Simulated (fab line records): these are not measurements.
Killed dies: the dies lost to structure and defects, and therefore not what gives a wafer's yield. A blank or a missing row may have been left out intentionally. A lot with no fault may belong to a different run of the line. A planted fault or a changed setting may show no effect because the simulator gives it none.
Shared-tool check || flow gf180mcu || Sampled: 12 lots, 36 wafers

## WHY THIS WAS OPENED
At GF_DUAL_GATE_THK_MEAS_03 the reading DUAL_GATE_OXIDATION_00_THK is flagged on 2 of 12 lots. Fault-free wafers read 11.03 nm, with a standard deviation of 0.22.
Rule: a lot is flagged in two cases, either no wafer of it has a number, or all its wafers with numbers fall more than 4 standard deviations from that mean. The rest of the lots are taken to be sound.

{"lot": "L115", "measured": "day 8 05:17", "on": "film metro-02", "DUAL_GATE_OXIDATION_00_THK (nm), wafer by wafer": "11.41 11.10 11.35", "flag": ""}
{"lot": "L116", "measured": "day 8 12:20", "on": "film metro-02", "DUAL_GATE_OXIDATION_00_THK (nm), wafer by wafer": "10.73 10.61 10.64", "flag": ""}
{"lot": "L117", "measured": "day 8 16:07", "on": "film metro-04", "DUAL_GATE_OXIDATION_00_THK (nm), wafer by wafer": "11.04 11.05 11.08", "flag": ""}
{"lot": "L118", "measured": "day 9 02:00", "on": "film metro-02", "DUAL_GATE_OXIDATION_00_THK (nm), wafer by wafer": "9.59 9.60 9.53", "flag": "FLAGGED"}
{"lot": "L119", "measured": "day 9 09:01", "on": "film metro-02", "DUAL_GATE_OXIDATION_00_THK (nm), wafer by wafer": "9.21 9.24 9.36", "flag": "FLAGGED"}
{"lot": "L126", "measured": "day 11 06:50", "on": "film metro-02", "DUAL_GATE_OXIDATION_00_THK (nm), wafer by wafer": "10.90 11.05 11.04", "flag": ""}
{"lot": "L128", "measured": "day 11 23:07", "on": "film metro-02", "DUAL_GATE_OXIDATION_00_THK (nm), wafer by wafer": "11.07 10.73 10.79", "flag": ""}
{"lot": "L130", "measured": "day 12 09:55", "on": "film metro-03", "DUAL_GATE_OXIDATION_00_THK (nm), wafer by wafer": "10.82 11.16 10.82", "flag": ""}
{"lot": "L131", "measured": "day 12 15:55", "on": "film metro-04", "DUAL_GATE_OXIDATION_00_THK (nm), wafer by wafer": "11.24 11.25 11.25", "flag": ""}
{"lot": "L132", "measured": "day 13 01:41", "on": "film metro-04", "DUAL_GATE_OXIDATION_00_THK (nm), wafer by wafer": "10.91 10.90 10.83", "flag": ""}
{"lot": "L134", "measured": "day 13 18:25", "on": "film metro-04", "DUAL_GATE_OXIDATION_00_THK (nm), wafer by wafer": "11.16 11.13 11.10", "flag": ""}
{"lot": "L135", "measured": "day 14 01:17", "on": "film metro-02", "DUAL_GATE_OXIDATION_00_THK (nm), wafer by wafer": "11.42 11.40 11.41", "flag": ""}
The numbers of the flagged lots are 9.42 nm on average: -1.61 nm against the usual, or -7 standard deviations.

## EACH LOT AND THE TOOL IT RAN ON
The record holds 1 process step before the reading, out of a route of 602 steps. Every cell lists first the tool, next ch and the chambers used by the sampled wafers, and last the start.
{"lot": "L115", "flag": "", "GF_DUAL_GATE_OXIDATION_02": "furnace-02 ch 0, day 8 03:49"}
{"lot": "L116", "flag": "", "GF_DUAL_GATE_OXIDATION_02": "furnace-01 ch 0, day 8 10:52"}
{"lot": "L117", "flag": "", "GF_DUAL_GATE_OXIDATION_02": "furnace-01 ch 0, day 8 14:39"}
{"lot": "L118", "flag": "FLAGGED", "GF_DUAL_GATE_OXIDATION_02": "furnace-02 ch 0, day 9 00:32"}
{"lot": "L119", "flag": "FLAGGED", "GF_DUAL_GATE_OXIDATION_02": "furnace-02 ch 0, day 9 07:34"}
{"lot": "L126", "flag": "", "GF_DUAL_GATE_OXIDATION_02": "furnace-01 ch 0, day 11 05:23"}
{"lot": "L128", "flag": "", "GF_DUAL_GATE_OXIDATION_02": "furnace-02 ch 0, day 11 21:39"}
{"lot": "L130", "flag": "", "GF_DUAL_GATE_OXIDATION_02": "furnace-01 ch 0, day 12 08:28"}
{"lot": "L131", "flag": "", "GF_DUAL_GATE_OXIDATION_02": "furnace-01 ch 0, day 12 14:29"}
{"lot": "L132", "flag": "", "GF_DUAL_GATE_OXIDATION_02": "furnace-01 ch 0, day 13 00:14"}
{"lot": "L134", "flag": "", "GF_DUAL_GATE_OXIDATION_02": "furnace-01 ch 0, day 13 16:59"}
{"lot": "L135", "flag": "", "GF_DUAL_GATE_OXIDATION_02": "furnace-01 ch 0, day 13 23:50"}
What these steps do:
- GF_DUAL_GATE_OXIDATION_02: stabilise 600 s, purge 300 s, target thk 10.887 nm.
- GF_DUAL_GATE_THK_MEAS_03

## FLAGGED AGAINST TOTAL, ONE TOOL AT A TIME (gauges that did the reading follow at the end)
{"step": "GF_DUAL_GATE_OXIDATION_02", "tool": "furnace-01", "lots run": 8, "flagged": 0, "share of the flagged lots": "none", "sound lots run after its first flagged lot": "-"}
{"step": "GF_DUAL_GATE_OXIDATION_02", "tool": "furnace-02", "lots run": 4, "flagged": 2, "share of the flagged lots": "all", "sound lots run after its first flagged lot": "1 (L128)"}
{"step": "GF_DUAL_GATE_THK_MEAS_03", "tool": "film metro-02", "lots run": 7, "flagged": 2, "share of the flagged lots": "all", "sound lots run after its first flagged lot": "3 (L126,L128,L135)"}
{"step": "GF_DUAL_GATE_THK_MEAS_03", "tool": "film metro-03", "lots run": 1, "flagged": 0, "share of the flagged lots": "none", "sound lots run after its first flagged lot": "-"}
{"step": "GF_DUAL_GATE_THK_MEAS_03", "tool": "film metro-04", "lots run": 4, "flagged": 0, "share of the flagged lots": "none", "sound lots run after its first flagged lot": "-"}

## THE TABLE: WHAT IT ALLOWS
Rows of the table that ran all the flagged lots, 2 in number: furnace-02 at GF_DUAL_GATE_OXIDATION_02; film metro-02 at GF_DUAL_GATE_THK_MEAS_03.
- furnace-02 at GF_DUAL_GATE_OXIDATION_02: 2 of its 4 lots flagged. Sound lots followed the first flagged one (L128) on it, something a lasting fault affecting the whole tool could not allow. Its own readings (spike tc bottom C, spike tc centre C, spike tc lower C, spike tc top C, spike tc upper C, tube center temp C, tube_center_temp_C_max) fall more than 4 standard deviations out on all wafers of the flagged lots.
- film metro-02 at GF_DUAL_GATE_THK_MEAS_03: 2 of its 7 lots flagged. Sound lots followed the first flagged one (L126, L128, L135) on it, something a lasting fault affecting the whole tool could not allow.
Every row of the table either missed a flagged lot or ran a sound lot after the first.

## WHAT THE SIMULATOR HAD PUT IN
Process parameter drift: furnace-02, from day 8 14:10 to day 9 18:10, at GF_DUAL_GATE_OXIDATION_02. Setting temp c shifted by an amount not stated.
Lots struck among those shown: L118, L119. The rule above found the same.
